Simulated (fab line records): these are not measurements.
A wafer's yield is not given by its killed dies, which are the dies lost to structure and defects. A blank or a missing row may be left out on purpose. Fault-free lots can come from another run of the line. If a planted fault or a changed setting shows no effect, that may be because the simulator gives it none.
Problem report in the 8D (eight disciplines) form, filled by code	flow sky130	the parts of the form that need people (team, actions taken, sign-off) are left out

1. WHAT WENT WRONG
Across 6 wafers from 2 lots, VIA1_W_RS at SKY_VIA1_RS_MEAS_22 averages 0.383 ohm/sq, while fault-free wafers read 0.427 ohm/sq with a standard deviation of 0.0039. That puts it -11 standard deviations away from the usual mean.
The step: measures by four-point-probe.
Earliest sighting: wafer L123.3 on film metro-03 at day 38 04:22. Wafers with a number at this step in the record: 30, from 10 lots. Rule for "out", or "out of limits": more than 4 standard deviations from the usual mean. Any other wafer with a number is counted as sound.

2. WHAT IT IS, AND WHAT IT ISN'T
question	is	is not
which readings at this step	VIA1_W_RS	-
which lots	L123, L125	L111, L115, L116, L117, L118, L119, L131, L132
which wafers of those lots	all that have a number	-
read on which gauges	film metro-01, film metro-03	film metro-02
when	from day 38 04:22	up to then (18 sound wafers); but 6 sound wafers of L131, L132 came after

3. THE SUSPECTS, EACH WITH WHAT RULES IT OUT
Counting: a tool at a process step up to the reading stays a suspect if it ran every lot that is out and no sound lot after the first of them.
- the gauge at SKY_VIA1_RS_MEAS_22 has been ruled out. The wafers that are out were read on 2 gauges (film metro-01, film metro-03).
- cvd w-02 at SKY_VIA1_CVD_21 (deposits W, target thk 270 nm, time 80.902 s): kept. Every lot that is out went through it, starting with L123 (day 38 04:16), and after that it ran no sound lot; the last sound lot it ran before then is L119 (day 36 20:35). Its own readings are out on those wafers: chamber pressure Torr.
Remaining after the count: cvd w-02 at SKY_VIA1_CVD_21.

4. THE CAUSE (what the simulator had put in)
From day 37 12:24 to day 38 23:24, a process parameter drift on cvd w-02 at SKY_VIA1_CVD_21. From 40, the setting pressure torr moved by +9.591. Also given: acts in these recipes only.
After counting, this tool was the only one left.

5. THE CHAIN OF EFFECTS, in route order
One row per reading whose mean, taken over the struck wafers that have a number, lies over 3 standard deviations from the usual. Scope: only readings with a usual standard deviation given in the record; hours: median across lots of the time from each lot's start at the first step in this table that gives one to its start at this step; sigmas: change in usual standard deviations.
hours	step	reading	usual	on struck wafers	change	sigmas
0	SKY_VIA1_CVD_21	chamber pressure Torr	40.00 Torr	49.60	+9.60	+99 or more
0	SKY_VIA1_RS_MEAS_22	VIA1_W_RS	0.427 ohm/sq	0.383	-0.044	-11
0	SKY_VIA1_THK_MEAS_23	VIA1_W_THK	276 nm	310	+34	+11
0	SKY_VIA1_CMP_24	time to endpoint s	65.1 s	73.5	+8.5	+3.1
The process steps in it:
- SKY_VIA1_CVD_21: deposits W, target thk 270 nm, time 80.902 s.
- SKY_VIA1_CMP_24: polishes, stops on SiO2, t overpolish 15 s, target thk 0 nm.

6. HOW IT WOULD HAVE BEEN CAUGHT EARLIER
In this record the first reading out of limits at a measuring or inspecting step was taken at day 38 04:22, 16 hours after the fault began at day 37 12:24.
The tool's own readings at SKY_VIA1_CVD_21 were out on every struck wafer that the step has a row for (chamber pressure Torr): an alarm limit on them would have fired on the first of those.
L125, from the lots that are out (2), started SKY_VIA1_CVD_21 on cvd w-02 later than day 38 04:22. A tool hold placed at that time would have kept it from harm.
